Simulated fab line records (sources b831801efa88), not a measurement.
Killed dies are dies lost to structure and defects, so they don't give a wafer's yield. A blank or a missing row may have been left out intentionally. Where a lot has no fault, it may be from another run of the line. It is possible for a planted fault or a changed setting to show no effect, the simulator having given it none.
A lot that was struck, set against a sound lot | flow sky130 | 14 steps out of a route of 708
Sound: the wafers L539.4, L539.5, L539.6. Struck: wafer L552.4. (L552.3 of the same lot was not struck and is left out.) The cause comes at the end.
For every step that has rows: the tool of each side, followed by ch and its chambers, followed by its first start. Under that, the readings that differ: sound wafers | struck wafers | difference of the means | sigmas: that difference in standard deviations of wafers without a fault.
alike: words and numbers the same on both sides, and readings whose means are apart by under 2 such deviations; not compared: readings that were withheld, readings missing a value for some wafer, numbers with overlapping values and no deviation given by the record, and bounds like >300 which may hide the same value.
The two part at a step that has a row with sigmas, a row that says differs or no value, or rows on one side only. When numbers do not overlap yet have no deviation, they are printed without sigmas and do not part them. A reading that every wafer of one side lacks parts them only if that side has two wafers or more.

SKY_CAP2M_THK_MEAS_01:
  sound: film-metro-04 at day 41 10:42; struck: film-metro-04 at day 44 20:23
  alike: CAP2M_CVD_00_THK
SKY_CAP2M_SPUTTER_02: material TiN, target thk 200 nm, time 166.7 s.
  sound: pvd-sputter-01 at day 41 10:47; struck: pvd-sputter-03 at day 44 20:25
  alike: throttle-valve-pct
SKY_CAP2M_RS_MEAS_03: measures by four-point-probe.
  sound: film-metro-03 at day 41 10:54; struck: film-metro-01 at day 44 20:37
  reading               | sound          | struck | difference | sigmas
  CAP2M_TIN_RS (ohm/sq) | 6.76 6.75 6.86 | 6.93   | +0.14      | +3
SKY_CAP2M_THK_MEAS_04: measures by xrf.
  sound: film-metro-03 at day 41 10:59; struck: film-metro-01 at day 44 20:43
  alike: CAP2M_TIN_THK
then, 7 steps without rows for these wafers: SKY_CAP2M_DEHYDRATE_05 (time 60 s); SKY_CAP2M_HMDS_06 (prime time 60 s); SKY_CAP2M_COAT_07 (resist thk 1140 nm); SKY_CAP2M_SOFTBAKE_08 (time 60 s); SKY_CAP2M_EXPOSE_09 (exposes mask CAP2M, target cd 1000 nm); SKY_CAP2M_PEB_10; SKY_CAP2M_DEVELOP_11 (develop time 60 s).
SKY_CAP2M_OVL_MEAS_12:
  sound: overlay-01 at day 42 10:41; struck: overlay-02 at day 45 17:32
  alike: CAP2M_OVL
SKY_CAP2M_METAL_ETCH_13: etches TiN in Cl2/BCl3, stops on SiO2, target depth 220 nm, time 62.9 s.
  sound on rie-metal-01 ch 0,1, day 42 10:44; struck on rie-metal-01 ch 0, day 45 17:35
  reading                                    | sound             | struck | difference | sigmas
  oes-product-au (a.u.)                      | 0.956 0.954 0.941 | 0.973  | +0.023     | +4
  run-length-s (s)                           | 90.9 90.7 91.4    | 88.8   | -2.2       | -6
  model.NOVOLAK_of_CAP2M_COAT_07.thk-nm (nm) | 996.5 992.3 992.4 | 1004   | +10        |
  alike: drypump-motor-current-A, throttle-valve-pct
  not compared: rf-hours-counter-h
SKY_CAP2M_STRIP_14: strips in O2/N2.
  sound on plasma-asher-01 ch 0,1, day 42 10:49; struck on plasma-asher-04 ch 1, day 45 17:40
  reading                      | sound             | struck | difference | sigmas
  strip-time-to-endpoint-s (s) | 12.70 12.64 12.65 | 12.78  | +0.12      | +3
  alike: drypump-motor-current-A, oes-product-au
  not compared: rf-hours-counter-h

WHERE THEY PART
Last at SKY_CAP2M_STRIP_14 as far as this record goes, first at SKY_CAP2M_RS_MEAS_03.

WHY: whatever the simulator had introduced
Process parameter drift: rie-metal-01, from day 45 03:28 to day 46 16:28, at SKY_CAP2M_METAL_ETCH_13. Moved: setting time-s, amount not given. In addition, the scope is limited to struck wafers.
